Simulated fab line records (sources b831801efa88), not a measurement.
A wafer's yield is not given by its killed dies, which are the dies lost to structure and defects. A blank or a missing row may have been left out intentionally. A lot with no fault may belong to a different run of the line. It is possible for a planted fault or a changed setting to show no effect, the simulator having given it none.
fab line records    flow gf180mcu
record lots=14  wafers=42  last-day=34
route steps=602 shown M5@536 TOP_METAL@569
lots with no fault: from the same line, run without faults
start-h: hours from the record's opening day to when the first of the lot's shown wafers began    wait-h: hours from the lot's prior step to this one    " repeats the value in the row above    L1.1+2: one row covering several wafers at once    - value missing, or start not given    * or withheld: withheld    < > ~ a bound
route shown NAME@n: NAME is a module with steps in the file, n the number in the route of the first one    usual: mean/standard deviation of fault-free wafers    same: alike in all rows    chamber/n: place in a boat    sites: readings site by site    _std_site: standard deviation of those values    _edge_site: mean of outer sites minus mean of inner sites    radius-mm: how far each site lies from the wafer's centre    mask NAME#n: copy n    behind: the last tool/chamber to shape the wafer    hold: why the lot went on hold/how many hours it stayed there/how the hold came to an end    device: whichever transistor did not switch (one of n, p or np)    end of line: at the end of the route, the tests of the same wafers    a step with no rows: only its recipe    killed: at the first sort, the dies lost to defects and structure; wafer yield is something else    map: shows each die of a wafer: x if killed, . if not, _ if none is there
set.NAME: the run value of the setting; set.NAME@STEP: its run value at that earlier step    model.NAME: the simulator's own value behind a step, which no gauge read
route steps across a sampled set of lots; one table per step, one row per wafer
services: from which hour (start-h, from the record's first day; less than 0 if before it) a tool's chamber was out of use, for how many hours, and why
## steps
# step GF_M5_METAL_ETCH_10
# recipe chemistry=Cl2/BCl3  mask-material=KrF  target-depth-nm=627.5  stop-on=SiO2  pressure-mtorr=8  icp-w=800  bias-w=140  Cl2_flow_sccm=80  bcl3-flow-sccm=40  time-s=104.6
# usual drypump-motor-current-A=5.82/0.25  mfc-cl2-sccm=79.96/0.23  oes-product-au=0.973/0.0062  throttle-valve-pct=28.250/0.01
lot.wafer  tool          chamber  start-h  wait-h  drypump-motor-current-A  mfc-cl2-sccm  oes-product-au  rf-hours-counter-h  throttle-valve-pct
L556.3     rie-metal-02  0        610.19   0.0     6.06                     80.30         0.982           -                   28.233
L556.4     "             1        "        "       5.96                     79.60         0.980           -                   28.243
L556.5     "             1        "        "       6.01                     79.82         0.981           -                   28.239
L557.1     rie-metal-01  1        615.69   0.0     5.46                     79.98         0.975           11                  28.252
L557.3     "             0        "        "       5.74                     79.74         0.972           -                   28.251
L557.6     "             0        "        "       5.71                     79.78         0.975           -                   28.247
L558.2     rie-metal-01  1        627.15   0.0     5.46                     80.11         0.966           11                  28.264
L558.3     "             0        "        "       5.71                     79.94         0.970           -                   28.257
L558.4     "             1        "        "       5.46                     79.91         0.970           -                   28.246
L559.2     rie-metal-02  0        636.64   0.0     6.08                     79.96         0.979           2                   28.250
L559.3     "             0        "        "       6.08                     80.14         0.975           -                   28.243
L559.5     "             1        "        "       6.03                     79.92         0.972           -                   28.248
L560.1     rie-metal-01  0        640.15   0.0     5.76                     79.72         0.972           5                   28.244
L560.2     "             1        "        "       5.45                     79.81         0.963           12                  28.253
L560.6     "             1        "        "       5.46                     79.93         0.957           -                   28.263
L561.3     rie-metal-01  1        654.15   0.0     5.46                     80.10         0.971           -                   28.250
L561.5     "             0        "        "       5.74                     79.96         0.980           -                   28.242
L561.6     "             1        "        "       5.46                     80.31         0.977           -                   28.252
L562.3     rie-metal-01  1        659.94   0.0     5.45                     79.64         0.966           -                   28.249
L562.4     "             0        "        "       5.73                     79.88         0.980           -                   28.233
L562.5     "             0        "        "       5.71                     79.89         0.977           -                   28.237
L568.3     rie-metal-04  0        692.94   0.0     6.16                     79.86         0.979           -                   28.237
L568.4     "             1        "        "       5.92                     80.04         0.978           -                   28.244
L568.6     "             1        "        "       5.95                     79.88         0.981           -                   28.252
L570.1     rie-metal-04  0        710.47   0.0     6.14                     79.93         0.982           5                   28.240
L570.3     "             0        "        "       6.14                     80.18         0.977           -                   28.243
L570.6     "             0        "        "       6.15                     80.08         0.977           -                   28.246
L571.3     rie-metal-02  1        718.19   0.0     5.96                     80.27         0.963           -                   28.261
L571.4     "             0        "        "       6.08                     80.33         0.963           -                   28.249
L571.6     "             1        "        "       5.97                     79.86         0.968           -                   28.254
L572.1     rie-metal-04  0        723.70   0.0     6.15                     79.61         0.970           7                   28.246
L572.2     "             0        "        "       6.15                     79.62         0.963           -                   28.248
L572.3     "             0        "        "       6.13                     79.51         0.975           -                   28.258
L573.1     rie-metal-01  1        729.21   0.0     5.47                     79.89         0.967           16                  28.264
L573.3     "             1        "        "       5.48                     80.13         0.963           -                   28.246
L573.6     "             1        "        "       5.48                     80.23         0.969           -                   28.260
L576.2     rie-metal-04  0        746.60   0.0     6.16                     79.87         0.967           8                   28.249
L576.5     "             0        "        "       6.15                     79.89         0.978           -                   28.256
L576.6     "             1        "        "       5.92                     80.17         0.975           -                   28.239
L577.1     rie-metal-01  0        752.61   0.0     5.75                     80.03         0.976           10                  28.248
L577.3     "             0        "        "       5.75                     80.03         0.973           -                   28.241
L577.5     "             0        "        "       5.75                     80.25         0.980           -                   28.225
# step GF_TOP_METAL_SPUTTER_02
# recipe material=AlCu  target-thk-nm=900  power-w=10600  chamber-pressure-pa=0.3  substrate-temp-c=250  gas=Ar  time-s=47.82
# usual cathode-dc-power-W=10600/2  chamber-pressure-pa=0.3001/0.00059  throttle-valve-pct=29.8/1.1
lot.wafer  tool            chamber  start-h  wait-h  cathode-dc-power-W  chamber-pressure-pa  throttle-valve-pct
L556.3     pvd-sputter-02  -        633.34   0.0     10598               0.3002               29.6
L556.4     "               -        "        "       10602               0.3009               31.4
L556.5     "               -        "        "       10601               0.3003               31.5
L557.1     pvd-sputter-01  -        639.04   0.0     10602               0.3000               29.3
L557.3     "               -        "        "       10598               0.2997               29.9
L557.6     "               -        "        "       10600               0.3012               30.4
L558.2     pvd-sputter-02  -        650.10   0.0     10598               0.3004               29.2
L558.3     "               -        "        "       10598               0.2994               31.3
L558.4     "               -        "        "       10604               0.2999               29.1
L559.2     pvd-sputter-02  -        658.80   0.0     10601               0.3013               29.5
L559.3     "               -        "        "       10602               0.2992               31.5
L559.5     "               -        "        "       10598               0.3004               29.2
L560.1     pvd-sputter-02  -        662.84   0.0     -                   -                    -
L560.2     "               -        "        "       -                   -                    -
L560.6     "               -        "        "       -                   -                    -
L561.3     pvd-sputter-02  -        676.36   0.0     -                   -                    -
L561.5     "               -        "        "       -                   -                    -
L561.6     "               -        "        "       -                   -                    -
L562.3     pvd-sputter-02  -        681.93   0.0     10598               0.2999               29.6
L562.4     "               -        "        "       10598               0.2992               31.7
L562.5     "               -        "        "       10600               0.3003               31.2
L568.3     pvd-sputter-04  -        714.15   0.0     10598               0.3010               30.7
L568.4     "               -        "        "       10600               0.2995               29.6
L568.6     "               -        "        "       10597               0.2999               29.5
L570.1     pvd-sputter-02  -        731.31   0.0     10601               0.2993               29.3
L570.3     "               -        "        "       10600               0.3009               31.3
L570.6     "               -        "        "       10601               0.3004               31.4
L571.3     pvd-sputter-04  -        738.49   0.0     10603               0.3005               30.7
L571.4     "               -        "        "       10597               0.2988               27.6
L571.6     "               -        "        "       10600               0.3003               29.6
L572.1     pvd-sputter-02  -        744.18   0.0     10600               0.2982               29.2
L572.2     "               -        "        "       10598               0.2995               29.2
L572.3     "               -        "        "       10599               0.2995               28.5
L573.1     pvd-sputter-01  -        748.80   0.0     10601               0.2992               28.8
L573.3     "               -        "        "       10598               0.2999               29.8
L573.6     "               -        "        "       10601               0.3003               30.2
L576.2     pvd-sputter-02  -        765.66   0.0     10600               0.3001               29.6
L576.5     "               -        "        "       10603               0.3015               28.8
L576.6     "               -        "        "       10600               0.3003               29.4
L577.1     pvd-sputter-02  -        771.78   0.0     10601               0.2995               29.1
L577.3     "               -        "        "       10602               0.3003               28.8
L577.5     "               -        "        "       10597               0.2989               31.3
# step GF_TOP_METAL_SPUTTER_03
# recipe material=Ti  target-thk-nm=5  substrate-temp-c=300  chamber-pressure-pa=0.3  power-w=3000  time-s=3.3
# usual cathode-dc-power-W=3000.0/0.59  chamber-pressure-pa=0.2999/0.0007  throttle-valve-pct=29.8/1.1
lot.wafer  tool            chamber  start-h  wait-h  cathode-dc-power-W  chamber-pressure-pa  throttle-valve-pct
L556.3     pvd-sputter-02  -        633.38   0.0     2998.6              0.2990               29.5
L556.4     "               -        "        "       3000.3              0.2996               31.3
L556.5     "               -        "        "       2999.7              0.2999               31.5
L557.1     pvd-sputter-01  -        639.08   0.0     2999.6              0.2985               29.0
L557.3     "               -        "        "       3000.8              0.2996               29.8
L557.6     "               -        "        "       2999.5              0.3007               30.6
L558.2     pvd-sputter-02  -        650.14   0.0     2999.1              0.3004               29.2
L558.3     "               -        "        "       3000.6              0.2999               31.4
L558.4     "               -        "        "       2999.5              0.2996               29.5
L559.2     pvd-sputter-02  -        658.84   0.0     3000.2              0.3000               29.4
L559.3     "               -        "        "       2999.4              0.3003               31.4
L559.5     "               -        "        "       2999.7              0.2998               29.5
L560.1     pvd-sputter-02  -        662.88   0.0     3001.0              0.2986               29.4
L560.2     "               -        "        "       2999.5              0.2994               29.3
L560.6     "               -        "        "       2999.9              0.2992               31.5
L561.3     pvd-sputter-02  -        676.40   0.0     3000.2              0.3010               28.9
L561.5     "               -        "        "       2999.6              0.3005               29.3
L561.6     "               -        "        "       2999.7              0.3001               31.7
L562.3     pvd-sputter-02  -        681.97   0.0     3000.1              0.2992               29.3
L562.4     "               -        "        "       3000.4              0.2988               31.5
L562.5     "               -        "        "       3000.6              0.2993               31.7
L568.3     pvd-sputter-04  -        714.19   0.0     2999.3              0.3011               30.7
L568.4     "               -        "        "       3000.3              0.2989               29.3
L568.6     "               -        "        "       2999.6              0.2990               29.4
L570.1     pvd-sputter-02  -        731.36   0.0     2999.3              0.3006               29.5
L570.3     "               -        "        "       2999.6              0.3006               31.4
L570.6     "               -        "        "       3000.2              0.3002               31.5
L571.3     pvd-sputter-04  -        738.53   0.0     3000.4              0.3002               30.6
L571.4     "               -        "        "       3000.0              0.2988               27.4
L571.6     "               -        "        "       2999.5              0.2996               29.7
L572.1     pvd-sputter-02  -        744.22   0.0     3000.0              0.2988               29.3
L572.2     "               -        "        "       3000.7              0.2991               29.0
L572.3     "               -        "        "       2999.8              0.3001               28.5
L573.1     pvd-sputter-01  -        748.84   0.0     2999.7              0.3002               28.7
L573.3     "               -        "        "       2999.5              0.3001               29.8
L573.6     "               -        "        "       3000.6              0.3004               30.2
L576.2     pvd-sputter-02  -        765.71   0.0     3000.1              0.3013               29.5
L576.5     "               -        "        "       3000.3              0.3001               28.6
L576.6     "               -        "        "       3000.5              0.2999               29.1
L577.1     pvd-sputter-02  -        771.82   0.0     3000.1              0.3008               29.2
L577.3     "               -        "        "       2999.4              0.2994               28.5
L577.5     "               -        "        "       3000.8              0.3000               31.2
# step GF_TOP_METAL_SPUTTER_04
# recipe material=TiN  target-thk-nm=25  power-w=6500  time-s=20.8  chamber-pressure-pa=0.4
# usual cathode-dc-power-W=6500.1/1.2  chamber-pressure-pa=0.3999/0.00088  throttle-valve-pct=29.8/1.1
lot.wafer  tool            chamber  start-h  wait-h  cathode-dc-power-W  chamber-pressure-pa  throttle-valve-pct
L556.3     pvd-sputter-02  -        633.40   0.0     6501.9              0.3999               29.1
L556.4     "               -        "        "       6498.2              0.4000               31.2
L556.5     "               -        "        "       6500.6              0.3984               31.4
L557.1     pvd-sputter-01  -        639.10   0.0     6501.1              0.3995               29.0
L557.3     "               -        "        "       6498.6              0.3993               29.3
L557.6     "               -        "        "       6498.1              0.3991               30.2
L558.2     pvd-sputter-02  -        650.16   0.0     6501.0              0.4006               29.5
L558.3     "               -        "        "       6500.0              0.3998               31.4
L558.4     "               -        "        "       6502.1              0.3988               29.5
L559.2     pvd-sputter-02  -        658.86   0.0     6500.4              0.4001               29.5
L559.3     "               -        "        "       6500.6              0.4001               31.5
L559.5     "               -        "        "       6500.2              0.4002               29.2
L560.1     pvd-sputter-02  -        662.90   0.0     6501.2              0.4007               29.3
L560.2     "               -        "        "       6502.2              0.4000               29.3
L560.6     "               -        "        "       6498.7              0.3969               31.4
L561.3     pvd-sputter-02  -        676.42   0.0     6500.2              0.4000               28.7
L561.5     "               -        "        "       6497.9              0.3982               29.1
L561.6     "               -        "        "       6497.5              0.3995               31.1
L562.3     pvd-sputter-02  -        681.99   0.0     6500.4              0.4005               29.4
L562.4     "               -        "        "       6502.0              0.3992               31.5
L562.5     "               -        "        "       6498.4              0.3995               31.2
L568.3     pvd-sputter-04  -        714.21   0.0     6499.4              0.4006               30.5
L568.4     "               -        "        "       6500.1              0.3996               29.7
L568.6     "               -        "        "       6499.3              0.3988               29.5
L570.1     pvd-sputter-02  -        731.37   0.0     6498.9              0.3995               29.4
L570.3     "               -        "        "       6500.2              0.3982               31.7
L570.6     "               -        "        "       6498.5              0.3999               31.3
L571.3     pvd-sputter-04  -        738.55   0.0     6500.8              0.4004               30.5
L571.4     "               -        "        "       6497.5              0.3987               27.5
L571.6     "               -        "        "       6501.2              0.4000               29.5
L572.1     pvd-sputter-02  -        744.24   0.0     6502.2              0.4004               29.2
L572.2     "               -        "        "       6499.2              0.3999               29.5
L572.3     "               -        "        "       6498.1              0.4000               28.9
L573.1     pvd-sputter-01  -        748.86   0.0     6500.4              0.4002               29.1
L573.3     "               -        "        "       6500.6              0.4005               29.6
L573.6     "               -        "        "       6499.9              0.3996               30.0
L576.2     pvd-sputter-02  -        765.72   0.0     6501.4              0.3992               29.2
L576.5     "               -        "        "       6499.9              0.4000               28.8
L576.6     "               -        "        "       6499.5              0.4001               29.2
L577.1     pvd-sputter-02  -        771.84   0.0     6501.5              0.4005               29.4
L577.3     "               -        "        "       6499.7              0.4006               28.9
L577.5     "               -        "        "       6499.9              0.3993               31.4
# step GF_TOP_METAL_RS_MEAS_05
# recipe thk-meas-gauge=four-point-probe  reads=TiN_of_TOP_METAL_SPUTTER_04+Ti_of_TOP_METAL_SPUTTER_03+AlCu_of_TOP_METAL_SPUTTER_02+TiN_of_TOP_METAL_SPUTTER_01+Ti_of_TOP_METAL_SPUTTER_00
# usual TOP_METAL_ALCU_RS=0.0327/0.00033
lot.wafer  tool           chamber  start-h  wait-h  TOP_METAL_ALCU_RS[ohm/sq]
L556.3     film-metro-02  -        633.47   0.1     0.0326
L556.4     "              -        "        "       0.0332
L556.5     "              -        "        "       0.0331
L557.1     film-metro-02  -        639.13   0.0     0.0323
L557.3     "              -        "        "       0.0324
L557.6     "              -        "        "       0.0326
L558.2     film-metro-04  -        650.21   0.0     0.0318
L558.3     "              -        "        "       0.0325
L558.4     "              -        "        "       0.0321
L559.2     film-metro-04  -        658.91   0.0     0.0325
L559.3     "              -        "        "       0.0330
L559.5     "              -        "        "       0.0326
L560.1     film-metro-02  -        662.93   0.0     9.5443
L560.2     "              -        "        "       9.5960
L560.6     "              -        "        "       9.6528
L561.3     film-metro-01  -        676.49   0.1     9.6162
L561.5     "              -        "        "       9.6614
L561.6     "              -        "        "       9.6101
L562.3     film-metro-02  -        682.06   0.1     0.0326
L562.4     "              -        "        "       0.0332
L562.5     "              -        "        "       0.0332
L568.3     film-metro-01  -        714.28   0.1     0.0325
L568.4     "              -        "        "       0.0328
L568.6     "              -        "        "       0.0327
L570.1     film-metro-01  -        731.40   0.0     0.0325
L570.3     "              -        "        "       0.0332
L570.6     "              -        "        "       0.0332
L571.3     film-metro-04  -        738.62   0.1     0.0330
L571.4     "              -        "        "       0.0329
L571.6     "              -        "        "       0.0327
L572.1     film-metro-04  -        744.27   0.0     0.0328
L572.2     "              -        "        "       0.0324
L572.3     "              -        "        "       0.0329
L573.1     film-metro-02  -        748.89   0.0     0.0329
L573.3     "              -        "        "       0.0327
L573.6     "              -        "        "       0.0326
L576.2     film-metro-02  -        765.77   0.0     0.0324
L576.5     "              -        "        "       0.0324
L576.6     "              -        "        "       0.0325
L577.1     film-metro-04  -        771.87   0.0     0.0329
L577.3     "              -        "        "       0.0330
L577.5     "              -        "        "       0.0332
# step GF_TOP_METAL_THK_MEAS_06
# recipe thk-meas-gauge=xrf  reads=AlCu_of_TOP_METAL_SPUTTER_02
# usual TOP_METAL_ALCU_THK=882/8.8
lot.wafer  tool           chamber  start-h  wait-h  TOP_METAL_ALCU_THK[nm]
L556.3     film-metro-02  -        633.57   0.1     881
L556.4     "              -        "        "       867
L556.5     "              -        "        "       872
L557.1     film-metro-02  -        639.25   0.1     890
L557.3     "              -        "        "       881
L557.6     "              -        "        "       884
L558.2     film-metro-04  -        650.32   0.1     909
L558.3     "              -        "        "       887
L558.4     "              -        "        "       900
L559.2     film-metro-04  -        659.02   0.1     887
L559.3     "              -        "        "       873
L559.5     "              -        "        "       891
L560.1     film-metro-02  -        663.05   0.1     <0
L560.2     "              -        "        "       <0
L560.6     "              -        "        "       <0
L561.3     film-metro-01  -        676.59   0.1     <0
L561.5     "              -        "        "       <0
L561.6     "              -        "        "       <0
L562.3     film-metro-02  -        682.16   0.1     886
L562.4     "              -        "        "       871
L562.5     "              -        "        "       866
L568.3     film-metro-01  -        714.38   0.1     892
L568.4     "              -        "        "       883
L568.6     "              -        "        "       890
L570.1     film-metro-01  -        731.52   0.1     890
L570.3     "              -        "        "       873
L570.6     "              -        "        "       880
L571.3     film-metro-04  -        738.72   0.1     879
L571.4     "              -        "        "       882
L571.6     "              -        "        "       885
L572.1     film-metro-04  -        744.39   0.1     880
L572.2     "              -        "        "       890
L572.3     "              -        "        "       875
L573.1     film-metro-02  -        749.01   0.1     881
L573.3     "              -        "        "       889
L573.6     "              -        "        "       888
L576.2     film-metro-02  -        765.88   0.1     895
L576.5     "              -        "        "       891
L576.6     "              -        "        "       889
L577.1     film-metro-04  -        771.99   0.1     877
L577.3     "              -        "        "       876
L577.5     "              -        "        "       869
# step GF_TOP_METAL_METAL_ETCH_16
# recipe chemistry=Cl2/BCl3  mask-material=NOVOLAK  target-depth-nm=1077.5  stop-on=SiO2  pressure-mtorr=8  icp-w=800  bias-w=140  Cl2_flow_sccm=80  bcl3-flow-sccm=40  time-s=179.6
# usual drypump-motor-current-A=5.89/0.24  mfc-cl2-sccm=80.03/0.25  oes-product-au=0.965/0.0063  throttle-valve-pct=28.256/0.01
lot.wafer  tool          chamber  start-h  wait-h  drypump-motor-current-A  mfc-cl2-sccm  oes-product-au  rf-hours-counter-h  throttle-valve-pct
L556.3     rie-metal-04  0        653.84   0.1     6.15                     79.89         0.967           -                   28.255
L556.4     "             1        "        "       5.92                     79.89         0.951           -                   28.268
L556.5     "             1        "        "       5.95                     79.65         0.959           -                   28.258
L557.1     rie-metal-04  0        658.80   0.0     6.16                     80.20         0.970           3                   28.241
L557.3     "             1        "        "       5.90                     80.43         0.965           -                   28.250
L557.6     "             1        "        "       5.93                     80.45         0.964           -                   28.273
L558.2     rie-metal-04  0        669.70   0.0     6.15                     80.25         0.978           4                   28.245
L558.3     "             1        "        "       5.94                     80.46         0.970           -                   28.241
L558.4     "             0        "        "       6.16                     79.70         0.980           -                   28.234
L559.2     rie-metal-01  1        677.85   0.0     5.45                     80.11         0.970           13                  28.259
L559.3     "             0        "        "       5.72                     80.00         0.965           -                   28.252
L559.5     "             0        "        "       5.74                     79.95         0.980           -                   28.250
L560.1     rie-metal-04  1        682.05   0.0     5.94                     79.92         0.986           15                  28.213
L560.2     "             0        "        "       6.16                     79.92         0.987           4                   28.248
L560.6     "             1        "        "       5.91                     79.97         0.988           -                   28.226
L561.3     rie-metal-04  1        695.05   0.1     5.95                     79.94         0.994           -                   28.248
L561.5     "             0        "        "       6.15                     80.48         0.990           -                   28.238
L561.6     "             1        "        "       5.95                     79.84         0.990           -                   28.235
L562.3     rie-metal-03  0        700.99   0.1     5.96                     79.82         0.960           -                   28.257
L562.4     "             0        "        "       5.99                     79.75         0.965           -                   28.269
L562.5     "             0        "        "       5.98                     79.68         0.951           -                   28.261
L568.3     rie-metal-01  0        732.10   0.1     5.73                     80.29         0.970           -                   28.234
L568.4     "             1        "        "       5.46                     80.06         0.965           -                   28.256
L568.6     "             1        "        "       5.45                     80.05         0.967           -                   28.248
L570.1     rie-metal-04  0        748.85   0.0     6.15                     79.70         0.969           8                   28.238
L570.3     "             0        "        "       6.14                     80.18         0.961           -                   28.255
L570.6     "             0        "        "       6.13                     80.15         0.966           -                   28.257
L571.3     rie-metal-04  0        755.80   0.1     6.15                     80.25         0.962           -                   28.252
L571.4     "             1        "        "       5.94                     79.77         0.965           -                   28.248
L571.6     "             1        "        "       5.93                     79.90         0.970           -                   28.264
L572.1     rie-metal-01  0        760.80   0.0     5.71                     79.82         0.964           11                  28.256
L572.2     "             0        "        "       5.72                     79.93         0.977           -                   28.249
L572.3     "             0        "        "       5.73                     79.74         0.957           -                   28.257
L573.1     rie-metal-01  0        765.04   0.0     5.72                     80.13         0.963           11                  28.274
L573.3     "             1        "        "       5.46                     80.57         0.958           -                   28.245
L573.6     "             1        "        "       5.47                     80.41         0.969           -                   28.272
L576.2     rie-metal-03  0        781.80   0.0     5.95                     80.14         0.971           10                  28.255
L576.5     "             0        "        "       5.95                     79.94         0.968           -                   28.256
L576.6     "             1        "        "       6.16                     80.28         0.962           -                   28.251
L577.1     rie-metal-04  0        787.20   0.0     6.15                     80.03         0.962           10                  28.263
L577.3     "             0        "        "       6.14                     80.30         0.962           -                   28.252
L577.5     "             0        "        "       6.15                     80.41         0.956           -                   28.242
## services
tool            chamber  start-h  hours  kind
rie-metal-01    -        597.68   0.8    repair
pvd-sputter-01  0        605.19   -      consumable-replace:kit
pvd-sputter-01  0        605.19   18.0   scheduled-down
rie-metal-03    -        637.30   1.4    pm
pvd-sputter-02  3        638.75   -      consumable-replace:kit
pvd-sputter-02  3        638.75   18.0   scheduled-down
pvd-sputter-02  3        638.75   18.0   vent-cycle
rie-metal-03    -        638.77   0.6    repair
rie-metal-04    1        709.46   -      clean
rie-metal-04    1        709.46   19.0   scheduled-down
rie-metal-04    1        709.46   19.0   vent-cycle
rie-metal-01    0        712.47   10.6   repair
rie-metal-01    1        722.40   4.7    repair
rie-metal-03    0        729.26   7.5    repair
pvd-sputter-04  -        729.90   3.4    repair
pvd-sputter-01  -        737.54   3.2    repair
rie-metal-01    1        744.34   -      clean
rie-metal-01    1        744.34   17.6   scheduled-down
rie-metal-01    1        744.34   17.6   vent-cycle
pvd-sputter-02  2        746.97   -      consumable-replace:kit
pvd-sputter-02  2        746.97   18.0   scheduled-down
pvd-sputter-02  2        746.97   18.0   vent-cycle
pvd-sputter-01  -        767.25   3.2    repair
rie-metal-04    1        783.22   7.9    repair
## key
first-sign step=GF_TOP_METAL_SPUTTER_02  reading=tool-record  direction=missing
effect step=GF_TOP_METAL_RS_MEAS_05  reading=TOP_METAL_ALCU_RS  direction=up  sigmas=99+  usual=0.0327  struck=9.6135
effect step=GF_TOP_METAL_THK_MEAS_06  reading=TOP_METAL_ALCU_THK  direction=down  sigmas=99+  usual=882  struck=<0
effect step=GF_TOP_METAL_METAL_ETCH_16  reading=oes-product-au  direction=up  sigmas=3.8  usual=0.965  struck=0.989
met-at GF_TOP_METAL_SPUTTER_02
struck-lots L560,L561
later-rows-left-out L560.1,L560.2,L560.6,L561.3,L561.5,L561.6
sort-left-out L560.1,L560.2,L560.6,L561.3,L561.5,L561.6
not-acting-at GF_M5_METAL_ETCH_10,GF_TOP_METAL_SPUTTER_03,GF_TOP_METAL_SPUTTER_04
onset-between 658.80 662.84
fault kind=skipped-step-whole  tool=pvd-sputter-02  chamber=-  onset-h=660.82  steps=GF_TOP_METAL_SPUTTER_02  scope=struck-lots-only
# sort-left-out: the simulated sort isn't trusted on such a fault, so these wafers' sort isn't shown, and their yield isn't known
# later-rows-left-out: the simulator's readings of these wafers behind a module that went badly wrong aren't trusted and aren't shown, but for the sort
